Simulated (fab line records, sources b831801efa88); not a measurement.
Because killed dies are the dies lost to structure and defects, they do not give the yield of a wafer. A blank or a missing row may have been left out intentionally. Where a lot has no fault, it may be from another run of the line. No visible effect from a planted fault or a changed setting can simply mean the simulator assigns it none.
A lot that was struck, set against a sound lot	flow gf180mcu	15 steps out of a route of 602
Sound: the wafers L193.2, L193.4, L193.6. Struck: wafer L206.4. The cause is named last.
Per side, at each step with rows, come the tool, then ch with its chambers, and then its first start. Under that, the readings that differ: sound wafers	struck wafers	difference of the means	sigmas: that difference in standard deviations of wafers without a fault.
alike: readings with means less than 2 such deviations apart, plus words and numbers identical on both sides. not compared: withheld readings, readings lacking a value on some wafer, bounds such as >300 that could conceal the same value, and numbers that have no deviation in the record and whose values overlap.
The two part at a step that has a row with sigmas, a row that says differs or no value, or rows on one side only. Numbers that don't overlap but have no deviation are shown without sigmas and don't part them. Lack of a reading on every wafer of one side parts them only where that side has two or more wafers.

GF_STI_ETCH_14: etches Si in HBr/Cl2/O2, target depth 360 nm, time 102.9 s.
  sound on rieSi-02 ch 1,2,3, day 2 12:40; struck on rieSi-02 ch 1, day 5 06:56
  alike: chamberPressureMTorr, drypumpMotorCurrentA, oesProductAu, throttleValvePct
  not compared: rfHoursCounterH
GF_STI_STRIP_15: strips in O2/N2.
  sound on plasmaAsher-03 ch 0,1, day 2 12:44; struck on plasmaAsher-02 ch 1, day 5 07:03
reading	sound	struck	difference	sigmas
drypumpMotorCurrentA (A)	5.67 5.83 5.68	6.12	+0.39	+2
heaterPowerW (W)	319 347 320	374	+45	+3
platenTempC (C)	249.82 249.69 249.82	250.26	+0.48	+3
  alike: chamberPressureMTorr, oesProductAu, stripTimeToEndpointS
  not compared: rfHoursCounterH
then, 6 steps without rows for these wafers: GF_STI_CLEAN_16 (cleans in dHF, time 25 s); GF_STI_WET_ETCH_17 (etches Si3N4 in H3PO4, target depth 45 nm, time 514 s); GF_STI_CLEAN_18 (cleans in SC1/SC2, time 150 s); GF_STI_CLEAN_19 (cleans in dHF, time 20 s); GF_STI_WET_ETCH_20 (etches SiO2 in dHF, target depth 20 nm, time 400 s); GF_STI_OXIDATION_21 (stabilise 600 s, purge 300 s, target thk 15 nm).
GF_STI_THK_MEAS_22:
  struck on filmMetro-04, day 5 09:01; sound on filmMetro-02, day 2 15:07
  alike: STI_OXIDATION_01_THK
then, 1 step without rows for these wafers: GF_STI_CVD_23 (deposits SiO2, target thk 650 nm, time 108.3 s).
GF_STI_THK_MEAS_24:
  struck on filmMetro-02, day 5 09:09; sound on filmMetro-01, day 2 15:14
  alike: STI_CVD_23_THK
GF_STI_CMP_25: polishes, stops on Si3N4, t overpolish 33 s, target thk 524.6 nm.
  sound on cmp-01 ch 0,1,2, day 2 15:17; struck on cmp-01 ch 0, day 5 09:17
  alike: motorCurrentA, overpolishRunS, timeToEndpointS
GF_STI_WET_ETCH_26: etches SiO2 in dHF, target depth 94 nm, time 188 s.
  sound on wetBench-04 ch 2, day 2 15:35; struck on wetBench-03 ch 2, day 5 09:29
reading	sound	struck	difference	sigmas
tempC (C)	24.95 24.82 24.97	24.51	-0.40	-4
then, 2 steps without rows for these wafers: GF_STI_WET_ETCH_27 (etches Si3N4 in H3PO4, target depth 160 nm, time 1825 s); GF_PASSIVATION_PROBE_99.

## WHERE THEY PART
Earliest at GF_STI_STRIP_15; latest, in this record, at GF_STI_WET_ETCH_26.

WHY: the cause the simulator had injected
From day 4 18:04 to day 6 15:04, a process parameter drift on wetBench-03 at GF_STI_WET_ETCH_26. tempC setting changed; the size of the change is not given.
